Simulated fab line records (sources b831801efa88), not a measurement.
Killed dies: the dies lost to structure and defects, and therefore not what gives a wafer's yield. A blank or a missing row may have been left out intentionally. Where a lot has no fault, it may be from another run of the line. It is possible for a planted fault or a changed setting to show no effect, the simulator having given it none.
Tool commonality check :: flow gf180mcu :: 13 lots and 39 wafers in the sample

== THE REASON FOR OPENING IT ==
GF_NSD_TW_MEAS_12, reading NSD_TW: flagged on 1 of 13 lots. Fault-free wafers read 4250, with a standard deviation of 40.
Rule: flag the lot when none of its wafers has a number, or when each of its wafers that has one lies beyond 4 standard deviations from that mean. All remaining lots are regarded as sound.

lot: L972
measured: day 13 07:57
on: film_metro-02
NSD_TW, wafer by wafer: 4285 4315 4310
flag: 

lot: L973
measured: day 13 17:19
on: film_metro-02
NSD_TW, wafer by wafer: 4291 4265 4284
flag: 

lot: L974
measured: day 14 08:52
on: film_metro-04
NSD_TW, wafer by wafer: 4210 4225 4241
flag: 

lot: L977
measured: day 15 09:31
on: film_metro-02
NSD_TW, wafer by wafer: 4272 4253 4285
flag: 

lot: L979
measured: day 16 08:30
on: film_metro-03
NSD_TW, wafer by wafer: 4255 4270 4271
flag: 

lot: L980
measured: day 16 13:02
on: film_metro-02
NSD_TW, wafer by wafer: 4263 4266 4274
flag: 

lot: L981
measured: day 16 19:55
on: film_metro-03
NSD_TW, wafer by wafer: 4259 4285 4280
flag: 

lot: L982
measured: day 17 04:03
on: film_metro-02
NSD_TW, wafer by wafer: 4259 4236 4260
flag: 

lot: L988
measured: day 19 07:21
on: film_metro-04
NSD_TW, wafer by wafer: 30 29 30
flag: FLAGGED

lot: L990
measured: day 19 21:42
on: film_metro-04
NSD_TW, wafer by wafer: 4182 4167 4162
flag: 

lot: L992
measured: day 20 07:58
on: film_metro-02
NSD_TW, wafer by wafer: 4252 4258 4255
flag: 

lot: L991
measured: day 20 11:21
on: film_metro-02
NSD_TW, wafer by wafer: 4289 4275 4277
flag: 

lot: L993
measured: day 20 14:34
on: film_metro-02
NSD_TW, wafer by wafer: 4264 4286 4258
flag: 
Averaged over the flagged lots the numbers come to 30, -4220 from the usual (-99 or more standard deviations).

== WHICH TOOL EACH LOT WENT THROUGH ==
The record holds 2 process steps before the reading, out of a route of 602 steps. Every cell lists first the tool, next ch and the chambers used by the sampled wafers, and last the start.
lot: L972
flag: 
GF_HV_LDD_RTA_52: rtp_anneal-01 ch 0, day 12 08:26
GF_NSD_EXPOSE_04: iline_stepper-02 ch 0, day 12 21:38

lot: L973
flag: 
GF_HV_LDD_RTA_52: rtp_anneal-02 ch 0, day 12 18:47
GF_NSD_EXPOSE_04: iline_stepper-02 ch 0, day 13 07:25

lot: L974
flag: 
GF_HV_LDD_RTA_52: rtp_anneal-01 ch 0, day 13 07:16
GF_NSD_EXPOSE_04: iline_stepper-02 ch 0, day 13 21:34

lot: L977
flag: 
GF_HV_LDD_RTA_52: rtp_anneal-01 ch 0, day 14 07:08
GF_NSD_EXPOSE_04: iline_stepper-01 ch 0, day 14 22:20

lot: L979
flag: 
GF_HV_LDD_RTA_52: rtp_anneal-02 ch 0, day 15 05:17
GF_NSD_EXPOSE_04: iline_stepper-02 ch 0, day 15 20:55

lot: L980
flag: 
GF_HV_LDD_RTA_52: rtp_anneal-01 ch 0, day 15 10:25
GF_NSD_EXPOSE_04: iline_stepper-02 ch 0, day 16 01:50

lot: L981
flag: 
GF_HV_LDD_RTA_52: rtp_anneal-02 ch 0, day 15 14:09
GF_NSD_EXPOSE_04: iline_stepper-01 ch 0, day 16 08:19

lot: L982
flag: 
GF_HV_LDD_RTA_52: rtp_anneal-01 ch 0, day 16 01:47
GF_NSD_EXPOSE_04: iline_stepper-01 ch 0, day 16 15:51

lot: L988
flag: FLAGGED
GF_HV_LDD_RTA_52: rtp_anneal-01 ch 0, day 18 04:05
GF_NSD_EXPOSE_04: iline_stepper-01 ch 0, day 18 18:47

lot: L990
flag: 
GF_HV_LDD_RTA_52: rtp_anneal-01 ch 0, day 18 18:17
GF_NSD_EXPOSE_04: iline_stepper-01 ch 0, day 19 09:25

lot: L992
flag: 
GF_HV_LDD_RTA_52: rtp_anneal-01 ch 0, day 19 05:04
GF_NSD_EXPOSE_04: iline_stepper-01 ch 0, day 19 19:23

lot: L991
flag: 
GF_HV_LDD_RTA_52: rtp_anneal-02 ch 0, day 19 07:11
GF_NSD_EXPOSE_04: iline_stepper-02 ch 0, day 19 22:28

lot: L993
flag: 
GF_HV_LDD_RTA_52: rtp_anneal-02 ch 0, day 19 11:11
GF_NSD_EXPOSE_04: iline_stepper-01 ch 0, day 20 02:11
What these steps do:
- GF_HV_LDD_RTA_52: time 10 s.
- GF_NSD_EXPOSE_04: exposes mask Nplus, target cd 400 nm.
- GF_NSD_TW_MEAS_12

== FLAGGED AGAINST TOTAL, ONE TOOL AT A TIME (gauges that did the reading follow at the end) ==
step: GF_HV_LDD_RTA_52
tool: rtp_anneal-01
lots run: 8
flagged: 1
share of the flagged lots: all
sound lots run after its first flagged lot: 2 (L990,L992)

step: GF_HV_LDD_RTA_52
tool: rtp_anneal-02
lots run: 5
flagged: 0
share of the flagged lots: none
sound lots run after its first flagged lot: -

step: GF_NSD_EXPOSE_04
tool: iline_stepper-01
lots run: 7
flagged: 1
share of the flagged lots: all
sound lots run after its first flagged lot: 3 (L990,L992,L993)

step: GF_NSD_EXPOSE_04
tool: iline_stepper-02
lots run: 6
flagged: 0
share of the flagged lots: none
sound lots run after its first flagged lot: -

step: GF_NSD_TW_MEAS_12
tool: film_metro-02
lots run: 8
flagged: 0
share of the flagged lots: none
sound lots run after its first flagged lot: -

step: GF_NSD_TW_MEAS_12
tool: film_metro-03
lots run: 2
flagged: 0
share of the flagged lots: none
sound lots run after its first flagged lot: -

step: GF_NSD_TW_MEAS_12
tool: film_metro-04
lots run: 3
flagged: 1
share of the flagged lots: all
sound lots run after its first flagged lot: 1 (L990)

== THE TABLE: WHAT IT ALLOWS ==
In the table, 3 rows ran each flagged lot (rtp_anneal-01 at GF_HV_LDD_RTA_52; iline_stepper-01 at GF_NSD_EXPOSE_04; film_metro-04 at GF_NSD_TW_MEAS_12).
- rtp_anneal-01 at GF_HV_LDD_RTA_52: 1 of its 8 lots flagged. Lots that were sound ran on it after the first flagged one (L990, L992); a persistent fault on the entire tool would not allow that.
- iline_stepper-01 at GF_NSD_EXPOSE_04: 1 of its 7 lots flagged. Lots that were sound ran on it after the first flagged one (L990, L992, L993); a persistent fault on the entire tool would not allow that.
- film_metro-04 at GF_NSD_TW_MEAS_12: 1 of its 3 lots flagged. Lots that were sound ran on it after the first flagged one (L990); a persistent fault on the entire tool would not allow that.
There is no row in the table that ran each flagged lot and no sound lot after the first.

== WHAT HAD BEEN PUT IN BY THE SIMULATOR ==
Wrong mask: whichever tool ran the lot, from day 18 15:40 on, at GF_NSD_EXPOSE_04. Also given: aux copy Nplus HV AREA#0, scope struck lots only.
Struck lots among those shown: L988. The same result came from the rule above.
